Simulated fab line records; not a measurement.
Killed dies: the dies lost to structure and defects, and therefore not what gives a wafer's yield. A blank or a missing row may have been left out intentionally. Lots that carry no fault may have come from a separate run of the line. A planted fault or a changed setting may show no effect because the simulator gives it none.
fab line records    flow gf180mcu
record lots=14  wafers=42  lastDay=34
route steps=602 shown M2@368 V2@395
lots untouched by any fault: they come from a run of this same line in which no faults occurred
startH: hours from the record's opening day to when the first of the lot's shown wafers began    waitH: time in hours since the lot's previous step    " as in the row above    L1.1+2: several wafers, shown together as one row    - no value, or no start given    * or withheld: withheld    < > ~ a bound
route shown NAME@n: names a module that has steps shown in the file, with the first one's number in the route    usual: mean/standard deviation of fault-free wafers    same: alike in all rows    chamber/n: place in a boat    sites: each site's reading    _std_site: the standard deviation of these    _edge_site: outer sites' mean less inner sites'    radiusMm: for every site, how far away it sits from the centre of the wafer    mask NAME#n: copy n    behind: the last tool/chamber to shape the wafer    hold: reason for holding the lot/hours on hold/outcome of the hold    device: the transistor (n, p or np) that didn't switch    end of line: the tests these same wafers got at the end of their route    a step without rows: its recipe alone    killed: the dies lost at the first sort to structure and to defects; this is not the yield of the wafer    map: a wafer's dies, marking killed ones x, the rest . and places with no die _
set.NAME: the setting the step ran with; set.NAME@STEP: the setting that earlier step ran with    model.NAME: the simulator's own value behind a step, which no gauge read
route steps across a sampled set of lots; one table per step, one row per wafer
services: from which hour (startH, from the record's first day; less than 0 if before it) a tool's chamber was out of use, for how many hours, and why
## steps
# step GF_M2_THK_MEAS_06
# recipe thkMeasGauge=xrf  reads=AlCu_of_M2_SPUTTER_02
# usual M2_ALCU_THK=451/5.6
lot.wafer  tool          chamber  startH  waitH  M2_ALCU_THK[nm]
L725.3     filmMetro-02  -        413.26  0.1    447
L725.4     "             -        "       "      449
L725.6     "             -        "       "      458
L726.1     filmMetro-02  -        420.08  0.1    466
L726.5     "             -        "       "      453
L726.6     "             -        "       "      462
L728.2     filmMetro-04  -        442.75  0.1    445
L728.3     "             -        "       "      452
L728.5     "             -        "       "      455
L729.3     filmMetro-04  -        451.26  0.1    446
L729.5     "             -        "       "      438
L729.6     "             -        "       "      438
L735.1     filmMetro-02  -        513.12  0.1    443
L735.3     "             -        "       "      450
L735.6     "             -        "       "      453
L736.1     filmMetro-04  -        519.47  0.1    459
L736.2     "             -        "       "      451
L736.4     "             -        "       "      458
L737.2     filmMetro-02  -        525.45  0.1    449
L737.3     "             -        "       "      444
L737.5     "             -        "       "      445
L738.3     filmMetro-04  -        531.96  0.1    459
L738.5     "             -        "       "      460
L738.6     "             -        "       "      460
L739.1     filmMetro-04  -        542.28  0.1    444
L739.2     "             -        "       "      444
L739.6     "             -        "       "      443
L741.1     filmMetro-02  -        555.19  0.1    450
L741.3     "             -        "       "      444
L741.5     "             -        "       "      449
L742.2     filmMetro-02  -        564.65  0.1    445
L742.4     "             -        "       "      450
L742.5     "             -        "       "      454
L743.2     filmMetro-04  -        571.74  0.1    444
L743.3     "             -        "       "      453
L743.5     "             -        "       "      448
L746.2     filmMetro-04  -        593.49  0.1    453
L746.4     "             -        "       "      453
L746.6     "             -        "       "      457
L748.1     filmMetro-04  -        606.85  0.1    452
L748.3     "             -        "       "      449
L748.6     "             -        "       "      447
# step GF_M2_STRIP_17
# recipe chemistry=O2/N2  powerW=1400  pressureMtorr=1500  platenTempC=250  o2FlowSccm=3000  n2FlowSccm=300  overashFraction=0.5
# usual drypumpMotorCurrentA=5.61/0.27  heaterPowerW=332/22  oesProductAu=0.538/0.0047  stripTimeToEndpointS=7.41/0.039
# same overashFraction=0.5
lot.wafer  tool            chamber  startH  waitH  drypumpMotorCurrentA  heaterPowerW  oesProductAu  rfHoursCounterH  stripTimeToEndpointS
L725.3     plasmaAsher-03  0        437.03  0.1    5.76                  329           0.536         -                7.42
L725.4     "               1        "       "      5.34                  324           0.540         -                7.39
L725.6     "               1        "       "      5.33                  319           0.541         -                7.44
L726.1     plasmaAsher-04  1        444.47  0.1    5.30                  374           0.543         64               7.44
L726.5     "               0        "       "      5.55                  307           0.549         -                7.42
L726.6     "               1        "       "      5.29                  369           0.532         -                7.38
L728.2     plasmaAsher-02  1        467.33  0.1    6.02                  317           0.538         4                7.37
L728.3     "               0        "       "      5.57                  330           0.526         -                7.37
L728.5     "               0        "       "      5.59                  331           0.535         -                7.35
L729.3     plasmaAsher-02  0        475.90  0.1    5.62                  343           0.531         -                7.41
L729.5     "               0        "       "      5.60                  334           0.543         -                7.40
L729.6     "               1        "       "      6.08                  318           0.536         -                7.41
L735.1     plasmaAsher-02  0        536.58  0.1    5.61                  326           0.531         11               7.44
L735.3     "               1        "       "      6.02                  324           0.537         -                7.42
L735.6     "               0        "       "      5.59                  330           0.534         -                7.39
L736.1     plasmaAsher-04  1        542.81  0.2    5.31                  372           0.541         74               7.41
L736.2     "               0        "       "      5.57                  305           0.541         74               7.47
L736.4     "               1        "       "      5.28                  373           0.531         -                7.43
L737.2     plasmaAsher-02  1        548.42  0.1    6.08                  325           0.541         13               7.48
L737.3     "               1        "       "      6.17                  325           0.540         -                7.36
L737.5     "               1        "       "      6.08                  323           0.535         -                7.41
L738.3     plasmaAsher-04  0        554.80  0.1    5.55                  293           0.542         -                7.45
L738.5     "               0        "       "      5.55                  321           0.539         -                7.43
L738.6     "               1        "       "      5.25                  372           0.534         -                7.40
L739.1     plasmaAsher-02  1        564.48  0.1    6.10                  326           0.535         14               7.34
L739.2     "               0        "       "      5.57                  320           0.539         14               7.41
L739.6     "               1        "       "      6.11                  321           0.536         -                7.40
L741.1     plasmaAsher-03  0        577.33  0.1    5.81                  332           0.541         90               7.38
L741.3     "               1        "       "      5.34                  313           0.533         -                7.41
L741.5     "               0        "       "      5.79                  323           0.534         -                7.38
L742.2     plasmaAsher-02  0        586.88  0.1    5.61                  341           0.535         17               7.43
L742.4     "               1        "       "      6.11                  325           0.535         -                7.41
L742.5     "               1        "       "      6.04                  329           0.542         -                7.48
L743.2     plasmaAsher-02  1        593.28  0.1    6.04                  329           0.536         18               7.36
L743.3     "               1        "       "      6.10                  327           0.530         -                7.39
L743.5     "               0        "       "      5.63                  327           0.530         -                7.32
L746.2     plasmaAsher-04  1        615.13  0.1    5.28                  366           0.539         81               7.42
L746.4     "               0        "       "      5.57                  304           0.540         -                7.39
L746.6     "               1        "       "      5.27                  377           0.535         -                7.43
L748.1     plasmaAsher-03  1        626.82  0.1    5.33                  327           0.540         96               7.47
L748.3     "               1        "       "      5.35                  319           0.544         -                7.40
L748.6     "               1        "       "      5.34                  313           0.535         -                7.43
# step GF_V2_DEVELOP_13
# recipe developTimeS=60  resist=KrF  devTempC=21
# usual chillPlateTempC=23.02/0.11  developTimeS=60/0
lot.wafer  tool           chamber  startH  waitH  chillPlateTempC  developTimeS
L725.3     lithoTrack-01  0        462.35  0.1    23.07            60
L725.4     "              0        "       "      22.95            60
L725.6     "              0        "       "      22.91            60
L726.1     lithoTrack-03  0        469.96  0.2    22.92            60
L726.5     "              0        "       "      23.06            60
L726.6     "              0        "       "      23.04            60
L728.2     lithoTrack-02  0        492.17  0.2    22.96            60
L728.3     "              0        "       "      22.98            60
L728.5     "              0        "       "      22.95            60
L729.3     lithoTrack-03  0        500.41  0.1    23.02            60
L729.5     "              0        "       "      23.15            60
L729.6     "              0        "       "      23.26            60
L735.1     lithoTrack-03  0        560.06  0.2    22.98            60
L735.3     "              0        "       "      23.05            60
L735.6     "              0        "       "      23.03            60
L736.1     lithoTrack-03  0        566.26  0.2    23.25            60
L736.2     "              0        "       "      23.05            60
L736.4     "              0        "       "      22.94            60
L737.2     lithoTrack-03  0        571.94  0.2    23.03            60
L737.3     "              0        "       "      23.07            60
L737.5     "              0        "       "      23.10            60
L738.3     lithoTrack-02  0        577.89  0.1    23.02            60
L738.5     "              0        "       "      23.01            60
L738.6     "              0        "       "      23.15            60
L739.1     lithoTrack-01  0        587.50  0.2    23.27            60
L739.2     "              0        "       "      23.01            60
L739.6     "              0        "       "      22.86            60
L741.1     lithoTrack-03  -        599.66  0.2    -                -
L741.3     "              -        "       "      -                -
L741.5     "              -        "       "      -                -
L742.2     lithoTrack-03  -        608.94  0.2    -                -
L742.4     "              -        "       "      -                -
L742.5     "              -        "       "      -                -
L743.2     lithoTrack-01  0        615.57  0.2    22.76            60
L743.3     "              0        "       "      22.93            60
L743.5     "              0        "       "      23.00            60
L746.2     lithoTrack-03  0        636.04  0.2    23.04            60
L746.4     "              0        "       "      22.95            60
L746.6     "              0        "       "      22.97            60
L748.1     lithoTrack-02  0        648.09  0.2    23.02            60
L748.3     "              0        "       "      23.02            60
L748.6     "              0        "       "      22.98            60
# step GF_V2_STRIP_18
# recipe chemistry=O2/N2  powerW=1400  pressureMtorr=1500  platenTempC=250  o2FlowSccm=3000  n2FlowSccm=300  overashFraction=0.5
# usual drypumpMotorCurrentA=5.69/0.25  heaterPowerW=322/13  oesProductAu=0.594/0.0049
# same overashFraction=0.5
lot.wafer  tool            chamber  startH  waitH  drypumpMotorCurrentA  heaterPowerW  oesProductAu  rfHoursCounterH
L725.3     plasmaAsher-03  1        462.77  -      5.33                  318           0.593         -
L725.4     "               0        "       "      5.78                  327           0.587         -
L725.6     "               0        "       "      5.78                  332           0.601         -
L726.1     plasmaAsher-03  0        470.40  -      5.77                  325           0.599         79
L726.5     "               0        "       "      5.79                  337           0.592         -
L726.6     "               1        "       "      5.33                  314           0.596         -
L728.2     plasmaAsher-01  0        492.58  -      5.58                  290           0.597         39
L728.3     "               0        "       "      5.58                  285           0.593         -
L728.5     "               0        "       "      5.59                  285           0.592         -
L729.3     plasmaAsher-03  1        500.83  -      5.31                  319           0.601         -
L729.5     "               0        "       "      5.79                  334           0.595         -
L729.6     "               1        "       "      5.34                  322           0.595         -
L735.1     plasmaAsher-02  0        560.50  -      5.63                  338           0.594         14
L735.3     "               1        "       "      6.05                  329           0.592         -
L735.6     "               0        "       "      5.58                  327           0.598         -
L736.1     plasmaAsher-01  1        566.72  -      5.92                  325           0.588         47
L736.2     "               0        "       "      5.60                  290           0.590         47
L736.4     "               1        "       "      5.92                  329           0.585         -
L737.2     plasmaAsher-02  1        572.35  -      6.12                  326           0.592         15
L737.3     "               0        "       "      5.60                  331           0.587         -
L737.5     "               1        "       "      6.07                  327           0.591         -
L738.3     plasmaAsher-02  0        578.31  -      5.60                  343           0.589         -
L738.5     "               0        "       "      5.63                  331           0.589         -
L738.6     "               1        "       "      6.03                  328           0.594         -
L739.1     plasmaAsher-02  0        587.93  -      5.61                  319           0.601         17
L739.2     "               1        "       "      6.07                  323           0.587         17
L739.6     "               0        "       "      5.60                  334           0.595         -
L741.1     plasmaAsher-02  0        600.10  -      5.64                  327           0.599         18
L741.3     "               1        "       "      6.05                  321           0.605         -
L741.5     "               1        "       "      6.08                  324           0.597         -
L742.2     plasmaAsher-03  0        609.35  -      5.79                  335           0.605         94
L742.4     "               1        "       "      5.35                  325           0.592         -
L742.5     "               0        "       "      5.77                  329           0.603         -
L743.2     plasmaAsher-03  0        615.98  -      5.78                  330           0.591         94
L743.3     "               1        "       "      5.33                  323           0.590         -
L743.5     "               1        "       "      5.32                  325           0.589         -
L746.2     plasmaAsher-02  0        636.44  -      5.60                  322           0.589         22
L746.4     "               1        "       "      6.04                  318           0.600         -
L746.6     "               0        "       "      5.64                  335           0.586         -
L748.1     plasmaAsher-01  0        648.52  -      5.60                  278           0.588         56
L748.3     "               1        "       "      5.91                  331           0.594         -
L748.6     "               0        "       "      5.58                  289           0.588         -
## services
tool            chamber  startH  hours  kind
plasmaAsher-02  -        421.25  9.0    pm
plasmaAsher-02  0        421.25  9.0    ventCycle
plasmaAsher-02  1        421.25  9.0    ventCycle
plasmaAsher-02  0        430.25  -      clean
plasmaAsher-02  1        430.25  -      clean
plasmaAsher-01  -        439.30  0.6    repair
lithoTrack-02   -        453.96  -      consumableReplace:filter
plasmaAsher-02  -        469.48  1.8    repair
plasmaAsher-01  -        485.97  1.6    repair
plasmaAsher-01  -        516.03  0.4    repair
plasmaAsher-04  -        580.98  2.8    pm
plasmaAsher-01  -        615.77  1.8    repair
plasmaAsher-03  -        629.93  2.8    pm
## key
firstSign step=GF_V2_DEVELOP_13  reading=toolRecord  direction=missing
effect none on later readings
metAt GF_V2_DEVELOP_13
struckLots L741,L742
laterRowsLeftOut L741.1,L741.3,L741.5,L742.2,L742.4,L742.5
sortLeftOut L741.1,L741.3,L741.5,L742.2,L742.4,L742.5
notActingAt GF_M2_THK_MEAS_06,GF_M2_STRIP_17,GF_V2_STRIP_18
onsetBetween 571.94 599.66
fault kind=skippedStepWhole  tool=lithoTrack-03  chamber=-  onsetH=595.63  steps=GF_V2_DEVELOP_13  scope=struckLotsOnly
# sortLeftOut: the simulated sort isn't trusted on such a fault, so these wafers' sort isn't shown, and their yield isn't known
# laterRowsLeftOut: the simulator's readings of these wafers behind a module that went badly wrong aren't trusted and aren't shown, but for the sort
